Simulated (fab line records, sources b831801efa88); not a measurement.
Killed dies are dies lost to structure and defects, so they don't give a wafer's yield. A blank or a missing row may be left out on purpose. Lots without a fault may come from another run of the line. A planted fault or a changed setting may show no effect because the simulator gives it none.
Which tool did it? | flow gf180mcu | 13 lots, 39 wafers sampled, at 3 steps of a route of 602

WHAT THE GAUGES READ, wafer by wafer
GF_TOP_METAL_RS_MEAS_05: measures by four-point-probe.
lot  | measured     | on            | TOP_METAL_ALCU_RS (ohm/sq)
L813 | day 27 04:05 | film_metro-01 | 0.0327 0.0328 0.0328
L814 | day 27 21:20 | film_metro-04 | 0.0331 0.0330 0.0331
L817 | day 28 19:13 | film_metro-04 | 0.0322 0.0324 0.0323
L818 | day 28 22:49 | film_metro-03 | 0.0320 0.0320 0.0320
L819 | day 29 16:29 | film_metro-04 | 0.0323 0.0320 0.0323
L820 | day 29 18:44 | film_metro-03 | 0.0329 0.0326 0.0327
L821 | day 29 20:08 | film_metro-04 | 0.0336 0.0336 0.0335
L822 | day 30 01:50 | film_metro-01 | 0.0331 0.0335 0.0332
L832 | day 32 21:18 | film_metro-04 | 0.0324 0.0324 0.0323
L833 | day 33 00:13 | film_metro-04 | 0.0329 0.0326 0.0326
L834 | day 33 05:31 | film_metro-01 | 0.0334 0.0332 0.0332
L836 | day 33 14:53 | film_metro-04 | 0.0334 0.0333 0.0334
L835 | day 33 16:23 | film_metro-03 | 0.0332 0.0331 0.0331

GF_TOP_METAL_THK_MEAS_06: measures by xrf.
lot  | measured     | on            | TOP_METAL_ALCU_THK (nm)
L813 | day 27 04:12 | film_metro-01 | 887 889 887
L814 | day 27 21:27 | film_metro-04 | 886 890 885
L817 | day 28 19:20 | film_metro-04 | 912 898 904
L818 | day 28 22:56 | film_metro-03 | 915 910 920
L819 | day 29 16:36 | film_metro-04 | 906 915 903
L820 | day 29 18:52 | film_metro-03 | 893 896 898
L821 | day 29 20:15 | film_metro-04 | 866 869 874
L822 | day 30 01:57 | film_metro-01 | 879 874 884
L832 | day 32 21:25 | film_metro-04 | 904 909 913
L833 | day 33 00:20 | film_metro-04 | 887 899 898
L834 | day 33 05:38 | film_metro-01 | 870 880 879
L836 | day 33 14:59 | film_metro-04 | 875 875 872
L835 | day 33 16:31 | film_metro-03 | 881 883 889

WHICH TOOL RAN EACH LOT (tool, then ch and the chambers of the sampled wafers, then the start)
lot  | GF_V4_STRIP_19
L813 | wet_bench-01 ch 1, day 24 08:11
L814 | wet_bench-04 ch 2, day 25 02:43
L817 | wet_bench-01 ch 0, day 25 19:43
L818 | wet_bench-01 ch 2, day 26 01:37
L819 | wet_bench-01 ch 1, day 26 21:08
L820 | wet_bench-01 ch 3, day 27 01:53
L821 | wet_bench-02 ch 3, day 27 03:23
L822 | wet_bench-01 ch 1, day 27 11:23
L832 | wet_bench-02 ch 2, day 30 11:09
L833 | wet_bench-04 ch 0, day 30 16:12
L834 | wet_bench-01 ch 0, day 30 22:19
L836 | wet_bench-02 ch 1, day 31 08:09
L835 | wet_bench-02 ch 1, day 31 09:22
- GF_V4_STRIP_19: strips in post etch residue remover, time 1200 s.

WHAT THE TOOLS THEMSELVES READ (means of the sampled wafers that have a number; where no wafer has one, the mark that the record gives instead)
GF_V4_STRIP_19.
lot  | tool         | temp_c (C)
L813 | wet_bench-01 | 72.61
L814 | wet_bench-04 | 72.48
L817 | wet_bench-01 | 72.54
L818 | wet_bench-01 | 72.50
L819 | wet_bench-01 | 72.40
L820 | wet_bench-01 | 72.45
L821 | wet_bench-02 | 72.46
L822 | wet_bench-01 | 72.41
L832 | wet_bench-02 | 72.51
L833 | wet_bench-04 | 72.47
L834 | wet_bench-01 | 72.61
L836 | wet_bench-02 | 72.54
L835 | wet_bench-02 | 72.61

THE ANSWER, worked out from the rows above alone
Rule: what is usual is taken from the lots themselves. Put in order of their means at a reading, lots are off if they are a third of the lots or fewer, leave a main group of 4 or more, and stand apart from it by a gap of 3 or more times the standard deviation of the main group's means; of several such gaps the widest counts. A main group whose means are all the same, to the digits that the tables above print for the reading, isn't used. A lot without any number at a reading at which 4 lots or more have one is off too. The other lots that the step has rows for count as sound. The gauges are gone through in route order, then the tools' own readings, and for those a lot's mean is taken as printed above. The first step at which some lot is off is used, and at that step the reading that is off furthest; a lot without a number counts as furthest.
No lot is off at any reading shown: from this, nothing can be told.

WHAT THE SIMULATOR HAD PUT IN
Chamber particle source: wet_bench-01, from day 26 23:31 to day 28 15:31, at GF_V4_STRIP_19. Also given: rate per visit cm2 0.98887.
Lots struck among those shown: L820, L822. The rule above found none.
